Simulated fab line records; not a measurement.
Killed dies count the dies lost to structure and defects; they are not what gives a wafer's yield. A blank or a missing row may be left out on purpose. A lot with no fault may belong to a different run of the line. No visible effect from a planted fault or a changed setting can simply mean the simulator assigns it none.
Chamber matching + flow gf180mcu + GF_CONTACT_CVD_02 on pecvd-04 has 3 sister chambers
The step deposits SiO2 from TEOS, target thk 860 nm, time 95.992 s. 16 wafers are shown with their chamber, then 8 later ones without.

## EACH WAFER AND ITS CHAMBER
| wafer  | chamber | heater_power_w (W) |
|--------|---------|--------------------|
| L358.2 | 2       | 771                |
| L358.4 | 0       | 642                |
| L358.6 | 2       | 634                |
| L359.2 | 2       | 625                |
| L359.4 | 2       | 712                |
| L359.6 | 1       | 801                |
| L365.3 | 0       | 610                |
| L365.4 | 2       | 623                |
| L365.5 | 0       | 655                |
| L366.3 | 0       | 599                |
| L366.4 | 1       | 637                |
| L366.6 | 0       | 626                |
| L368.3 | 0       | 672                |
| L368.5 | 2       | 775                |
| L368.6 | 1       | 814                |
| L369.1 | 2       | 648                |

SIGNATURES (means of the wafers above)
| reading        | chamber 0 | chamber 1 | chamber 2 | scatter within a chamber |
|----------------|-----------|-----------|-----------|--------------------------|
| heater_power_w | 634.00    | 750.67    | 684.00    | 62.6                     |
Rule: a wafer's distance from a chamber is the root of the sum, over the readings, of the square of ((its reading less the chamber's mean) divided by the reading's scatter). If the next closest chamber is less than 2 further off than the closest, the wafer can't be placed; otherwise it belongs to the closest. The scatter: the root of (the sum of the squares of (reading less its chamber's mean) over the shown wafers, divided by (wafers less chambers)).

## WAFERS MISSING THEIR CHAMBER
| wafer  | heater_power_w (W) |
|--------|--------------------|
| L369.3 | 656                |
| L369.5 | 779                |
| L378.2 | 717                |
| L378.5 | 662                |
| L378.6 | 680                |
| L379.1 | 700                |
| L379.4 | 803                |
| L379.6 | 755                |

## EACH ONE'S CHAMBER
| wafer  | from the rows above          | in truth |
|--------|------------------------------|----------|
| L369.3 | can't be placed: 0 or 2 or 1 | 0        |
| L369.5 | can't be placed: 1 or 2 or 0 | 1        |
| L378.2 | can't be placed: 2 or 1 or 0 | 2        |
| L378.5 | can't be placed: 2 or 0 or 1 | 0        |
| L378.6 | can't be placed: 2 or 0 or 1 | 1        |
| L379.1 | can't be placed: 2 or 1 or 0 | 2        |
| L379.4 | can't be placed: 1 or 2 or 0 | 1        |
| L379.6 | can't be placed: 1 or 2 or 0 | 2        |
Correctly placed: 0 of 8. Can't be placed from these rows: 8 (the true chamber is among the candidates in 8). Wrongly placed: 0.
